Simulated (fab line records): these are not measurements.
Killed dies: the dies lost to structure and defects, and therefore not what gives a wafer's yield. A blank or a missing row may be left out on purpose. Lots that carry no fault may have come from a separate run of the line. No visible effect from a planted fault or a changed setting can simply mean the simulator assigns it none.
Comparing a struck lot with a sound one	flow sky130	17 out of 708 route steps
Sound: wafers L640.1, L640.3, L640.4. Struck: wafers L644.3, L644.4, L644.6. Last of all comes the cause.
At each step with rows: each side's tool, then ch and its chambers, then its first start. Under that, the readings that differ: sound wafers	struck wafers	difference of the means	sigmas: that difference in standard deviations of wafers without a fault.
alike: same words and numbers on both sides, and readings whose means sit less than 2 such deviations apart. not compared: any withheld reading, any reading some wafer has no value for, any bound like >300 that may hide the same value, and any number with overlapping values for which the record gives no deviation.
A row with sigmas, a row that says differs or no value, or rows on one side alone: a step with any of these is where the two part. Numbers that have no deviation but don't overlap get no sigmas and don't part them. A reading that every wafer of one side lacks parts them only if that side has two wafers or more.

first, 3 steps without rows for these wafers: SKY_LI_CONTACT_EXPOSE_09 (exposes mask LICM1, target cd 170 nm); SKY_LI_CONTACT_PEB_10; SKY_LI_CONTACT_DEVELOP_11 (develop time 60 s).
SKY_LI_CONTACT_CD_MEAS_12: the cd target is 170 nm.
  sound on cd-sem-02 at day 32 09:01; struck on cd-sem-02 at day 33 09:49
  alike: cd-nm
SKY_LI_CONTACT_OVL_MEAS_13:
  sound on overlay-01 at day 32 09:08; struck on overlay-02 at day 33 09:54
  alike: LI_CONTACT_OVL
then, 1 step without rows for these wafers: SKY_LI_CONTACT_ETCH_14 (etches BARC in N2/H2, stops on SiO2, time 45.9 s, target depth 60 nm).
SKY_LI_CONTACT_ETCH_15: etches PSG in C4F8/O2/Ar, stops on Si, target depth 600 nm.
  sound on rie-diel-04 ch 0,1,2, day 32 09:13; struck on rie-diel-03 ch 0,1,3, day 33 09:58
  alike: oes-product-au
SKY_LI_CONTACT_STRIP_16: strips in O2/N2.
  sound on plasma-asher-03 ch 0,1, day 32 09:18; struck on plasma-asher-01 ch 0,1, day 33 10:05
  alike: drypump-motor-current-A, oes-product-au, strip-time-to-endpoint-s
  not compared: rf-hours-counter-h
then, 2 steps without rows for these wafers: SKY_LI_CONTACT_CLEAN_17 (cleans in NMP, time 600 s); SKY_LI_CONTACT_PRE_CLEAN_18 (time 5.6 s).
SKY_LI_CONTACT_SPUTTER_19: material Ti, target thk 20 nm, time 106.37 s.
  sound on pvd-sputter-03 at day 32 09:36; struck on pvd-sputter-02 at day 33 10:21
  alike: throttle-valve-pct
SKY_LI_CONTACT_SPUTTER_20: material TiN, target thk 20 nm, time 80 s.
  sound on pvd-sputter-03 at day 32 09:40; struck on pvd-sputter-02 at day 33 10:25
  alike: throttle-valve-pct
SKY_LI_CONTACT_CVD_21: deposits W, target thk 400 nm, time 120.56 s.
  sound on cvd-w-02 ch 0,1, day 32 09:44; struck on cvd-w-01 ch 0,1, day 33 10:31
reading	sound	struck	difference	sigmas
chamber-pressure-Torr (Torr)	40.02 40.11 40.08	32.99 32.89 32.93	-7.13	-83
model.W_of_LI_CONTACT_CVD_21.thk-nm (nm)	402.1 409.2 402.1	363.9 363 365.8	-40.2	
  alike: heater-power-w
SKY_LI_CONTACT_RS_MEAS_22: the measuring method here is four-point-probe.
  sound on film-metro-03 at day 32 09:52; struck on film-metro-04 at day 33 10:39
reading	sound	struck	difference	sigmas
LI_CONTACT_W_RS (ohm/sq)	0.283 0.278 0.283	0.313 0.314 0.311	+0.031	+7
SKY_LI_CONTACT_THK_MEAS_23: measures by xrf.
  sound on film-metro-03 at day 32 09:59; struck on film-metro-04 at day 33 10:45
reading	sound	struck	difference	sigmas
LI_CONTACT_W_THK (nm)	397 404 398	363 366 368	-34	-5
SKY_LI_CONTACT_CMP_24: polishes, stops on PSG, t overpolish 20 s, target thk 0 nm.
  sound on cmp-01 ch 0,2,3, day 32 10:02; struck on cmp-02 ch 1,3, day 33 10:50
  alike: head-pressure-psi, motor-current-A
SKY_PAD_OPEN_PROBE_99:
  the record has rows for the sound wafers here (prober-01, day 48 02:46) and none for the struck ones

## WHERE THEY PART
Earliest at SKY_LI_CONTACT_CVD_21; latest, in this record, at SKY_PAD_OPEN_PROBE_99.

WHY: whatever the simulator had introduced
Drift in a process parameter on cvd-w-01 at SKY_LI_CONTACT_CVD_21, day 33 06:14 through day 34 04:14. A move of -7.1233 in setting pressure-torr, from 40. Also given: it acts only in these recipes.
